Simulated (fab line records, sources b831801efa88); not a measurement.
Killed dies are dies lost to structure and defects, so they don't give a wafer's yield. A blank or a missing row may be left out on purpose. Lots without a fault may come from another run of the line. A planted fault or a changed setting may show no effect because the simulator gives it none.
Which tool did it? | flow gf180mcu | 24 lots, 72 wafers sampled, at 3 steps of a route of 602

WHAT THE GAUGES READ, wafer by wafer
GF_V2_OVL_MEAS_15.
lot  | measured     | on         | V2_OVL (nm)
L074 | day 20 11:17 | overlay-02 | -9 -2 -1
L075 | day 20 20:14 | overlay-01 | 7 -4 4
L076 | day 21 00:54 | overlay-01 | 1 2 1
L077 | day 21 08:48 | overlay-01 | 3 -3 -2
L078 | day 21 20:09 | overlay-02 | 9 11 5
L079 | day 22 06:14 | overlay-01 | -1 0 5
L081 | day 23 00:00 | overlay-01 | 6 11 6
L080 | day 23 06:14 | overlay-02 | 2 -9 7
L082 | day 23 09:36 | overlay-01 | -3 2 -3
L083 | day 23 09:58 | overlay-01 | 3 7 4
L084 | day 23 22:50 | overlay-01 | 0 8 -4
L085 | day 24 08:42 | overlay-02 | 12 10 3
L086 | day 24 10:42 | overlay-02 | 12 8 6
L087 | day 25 02:23 | overlay-02 | 3 3 8
L088 | day 25 22:30 | overlay-01 | -5 4 -3
L089 | day 25 23:50 | overlay-01 | 3 1 -4
L090 | day 26 01:01 | overlay-01 | 3 -5 -2
L091 | day 26 11:17 | overlay-01 | -6 -4 2
L092 | day 26 19:11 | overlay-02 | 0 4 6
L093 | day 27 00:05 | overlay-01 | 6 2 1
L094 | day 27 11:35 | overlay-02 | 4 -3 7
L095 | day 27 18:09 | overlay-01 | 5 4 3
L096 | day 28 02:20 | overlay-01 | 10 5 11
L097 | day 28 04:09 | overlay-01 | 3 7 10

GF_M4_RS_MEAS_05: measures by four-point-probe.
lot  | measured     | on            | M4_ALCU_RS (ohm/sq)
L074 | day 22 15:24 | film_metro-02 | 0.0698 0.0691 0.0697
L075 | day 22 23:26 | film_metro-03 | 0.0692 0.0695 0.0698
L076 | day 23 05:55 | film_metro-02 | 0.0690 0.0695 0.0694
L077 | day 23 10:53 | film_metro-02 | 0.0698 0.0700 0.0700
L078 | day 23 22:31 | film_metro-02 | 0.0706 0.0701 0.0712
L079 | day 24 11:55 | film_metro-03 | 0.0699 0.0703 0.0703
L081 | day 25 02:10 | film_metro-01 | 0.0696 0.0700 0.0700
L080 | day 25 21:56 | film_metro-01 | 0.0684 0.0687 0.0681
L082 | day 25 23:01 | film_metro-02 | 0.0693 0.0692 0.0687
L083 | day 25 23:18 | film_metro-01 | 0.0697 0.0707 0.0706
L084 | day 26 03:02 | film_metro-01 | 0.0698 0.0696 0.0688
L085 | day 26 14:25 | film_metro-03 | 0.0698 0.0698 0.0697
L086 | day 26 18:49 | film_metro-01 | 0.0699 0.0700 0.0702
L087 | day 27 01:40 | film_metro-03 | 0.0696 0.0696 0.0697
L088 | day 27 17:56 | film_metro-02 | 0.0695 0.0704 0.0701
L089 | day 27 19:58 | film_metro-03 | 0.0688 0.0694 0.0694
L090 | day 27 21:14 | film_metro-02 | 0.0710 0.0707 0.0709
L091 | day 28 09:33 | film_metro-02 | 0.0698 0.0696 0.0699
L092 | day 28 15:15 | film_metro-01 | 0.0691 0.0690 0.0693
L093 | day 28 21:04 | film_metro-01 | 0.0709 0.0702 0.0709
L094 | day 29 08:02 | film_metro-02 | 0.0703 0.0702 0.0703
L095 | day 29 14:38 | film_metro-03 | 0.0682 0.0677 0.0682
L096 | day 29 21:05 | film_metro-02 | 0.0690 0.0686 0.0680
L097 | day 29 22:49 | film_metro-01 | 0.0705 0.0701 0.0698

WHICH TOOL RAN EACH LOT (tool, then ch and the chambers of the sampled wafers, then the start)
lot  | GF_CONTACT_CVD_02
L074 | pecvd-02 ch 0,1, day 15 09:25
L075 | pecvd-02 ch 0,1,2, day 15 14:49
L076 | pecvd-04 ch 0,1,2, day 15 19:43
L077 | pecvd-03 ch 2, day 16 01:46
L078 | pecvd-03 ch 0,1, day 16 13:06
L079 | pecvd-04 ch 1,2, day 16 22:58
L081 | pecvd-04 ch 1,2, day 17 17:49
L080 | pecvd-04 ch 0,1, day 17 22:19
L082 | pecvd-04 ch 0,2, day 18 02:25
L083 | pecvd-02 ch 0,2, day 18 03:24
L084 | pecvd-02 ch 0,1,2, day 18 17:54
L085 | pecvd-04 ch 0,2, day 19 03:37
L086 | pecvd-03 ch 0,1, day 19 07:41
L087 | pecvd-02 ch 0,1, day 19 23:56
L088 | pecvd-04 ch 0,2, day 20 09:44
L089 | pecvd-04 ch 0,1, day 20 14:31
L090 | pecvd-03 ch 0,1, day 20 20:35
L091 | pecvd-02 ch 0,2, day 21 06:43
L092 | pecvd-02 ch 1,2, day 21 13:05
L093 | pecvd-04 ch 0,2, day 22 00:21
L094 | pecvd-03 ch 0,1, day 22 10:02
L095 | pecvd-04 ch 1,2, day 22 18:01
L096 | pecvd-04 ch 1,2, day 23 05:10
L097 | pecvd-03 ch 1,2, day 23 06:43
- GF_CONTACT_CVD_02: deposits SiO2 from TEOS, target thk 860 nm, time 95.992 s.

WHAT THE TOOLS THEMSELVES READ (means of the sampled wafers that have a number; where no wafer has one, the mark that the record gives instead)
GF_CONTACT_CVD_02.
lot  | tool     | heater_power_outer_w (W) | heater_power_w (W) | susceptor_temp_C (C)
L074 | pecvd-02 | 384                      | 655                | 400.15
L075 | pecvd-02 | 378                      | 642                | 400.20
L076 | pecvd-04 | 406                      | 708                | 400.03
L077 | pecvd-03 | 383                      | 703                | 399.87
L078 | pecvd-03 | 384                      | 725                | 399.92
L079 | pecvd-04 | 424                      | 711                | 400.10
L081 | pecvd-04 | 394                      | 675                | 400.21
L080 | pecvd-04 | 388                      | 688                | 399.93
L082 | pecvd-04 | 461                      | 750                | 400.06
L083 | pecvd-02 | 390                      | 664                | 399.92
L084 | pecvd-02 | 395                      | 664                | 400.06
L085 | pecvd-04 | 423                      | 729                | 399.85
L086 | pecvd-03 | 428                      | 781                | 400.18
L087 | pecvd-02 | 396                      | 684                | 399.89
L088 | pecvd-04 | 424                      | 740                | 399.99
L089 | pecvd-04 | 343                      | 624                | 399.89
L090 | pecvd-03 | 396                      | 731                | 400.02
L091 | pecvd-02 | 429                      | 732                | 400.05
L092 | pecvd-02 | 332                      | 546                | 400.00
L093 | pecvd-04 | 403                      | 700                | 399.79
L094 | pecvd-03 | 415                      | 751                | 399.93
L095 | pecvd-04 | 437                      | 721                | 399.89
L096 | pecvd-04 | 425                      | 696                | 399.69
L097 | pecvd-03 | 420                      | 765                | 399.78

THE ANSWER, worked out from the rows above alone
Rule: what is usual is taken from the lots themselves. Put in order of their means at a reading, lots are off if they are a third of the lots or fewer, leave a main group of 4 or more, and stand apart from it by a gap of 3 or more times the standard deviation of the main group's means; of several such gaps the widest counts. A main group whose means are all the same, to the digits that the tables above print for the reading, isn't used. A lot without any number at a reading at which 4 lots or more have one is off too. The other lots that the step has rows for count as sound. The gauges are gone through in route order, then the tools' own readings, and for those a lot's mean is taken as printed above. The first step at which some lot is off is used, and at that step the reading that is off furthest; a lot without a number counts as furthest.
No lot is off at any reading shown: from this, nothing can be told.

WHAT THE SIMULATOR HAD PUT IN
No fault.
